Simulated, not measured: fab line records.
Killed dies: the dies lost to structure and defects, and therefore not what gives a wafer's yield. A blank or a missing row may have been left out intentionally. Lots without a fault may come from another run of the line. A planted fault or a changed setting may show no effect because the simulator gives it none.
Which tool was responsible? + flow sfq_line + 42 wafers sampled from 14 lots at 1 step of a route of 325

== WHAT EACH GAUGE READ, for each wafer ==
SFQ_I3_BOW_MEAS_922. Usual: I3_BOW 4 um, standard deviation 9.2.
| lot  | measured     | on            | I3_BOW (um) | flag |
|------|--------------|---------------|-------------|------|
| L140 | day 44 12:26 | film_metro-04 | 6 8 8       |      |
| L141 | day 44 15:26 | film_metro-01 | -9 2 -4     |      |
| L142 | day 44 18:38 | film_metro-04 | 10 2 9      |      |
| L143 | day 45 19:51 | film_metro-01 | 12 2 0      |      |
| L144 | day 46 01:29 | film_metro-01 | 10 1 5      |      |
| L145 | day 51 04:29 | film_metro-04 | 17 18 13    |      |
| L148 | day 52 02:50 | film_metro-01 | 1 0 0       |      |
| L149 | day 52 04:31 | film_metro-02 | 15 16 9     |      |
| L150 | day 52 05:48 | film_metro-04 | -4 -4 3     |      |
| L151 | day 52 10:32 | film_metro-02 | -4 -1 -2    |      |
| L156 | day 53 02:56 | film_metro-04 | 28 24 22    |      |
| L157 | day 53 04:29 | film_metro-02 | 3 6 15      |      |
| L159 | day 53 08:57 | film_metro-04 | 6 2 2       |      |
| L161 | day 53 11:57 | film_metro-04 | 10 1 -3     |      |

== WHAT TOOL EACH LOT RAN ON (gives the tool, then ch and the chambers of the sampled wafers, and finally the start) ==
Before these readings, the record contains no process step.

== WHAT THE TOOLS THEMSELVES READ (means of the sampled wafers that have a number; where no wafer has one, the mark that the record gives instead) ==
The record holds no such reading with a usual standard deviation.

== THE ANSWER, worked out from the rows above alone ==
Rule: lot off if the mean of its wafers having a number is beyond 3 standard deviations from the usual mean. Also off: a lot with no number at a reading for which 4 or more lots have one. The other lots that the step has rows for count as sound. The gauges are gone through in route order, then the tools' own readings, and for those a lot's mean is taken as printed above. At the first step where some lot is off, the reading lying furthest off is the one used; lots without a number count as furthest.
No lot is off on any of the readings shown, so nothing can be concluded from this.

== WHAT HAD BEEN PUT IN BY THE SIMULATOR ==
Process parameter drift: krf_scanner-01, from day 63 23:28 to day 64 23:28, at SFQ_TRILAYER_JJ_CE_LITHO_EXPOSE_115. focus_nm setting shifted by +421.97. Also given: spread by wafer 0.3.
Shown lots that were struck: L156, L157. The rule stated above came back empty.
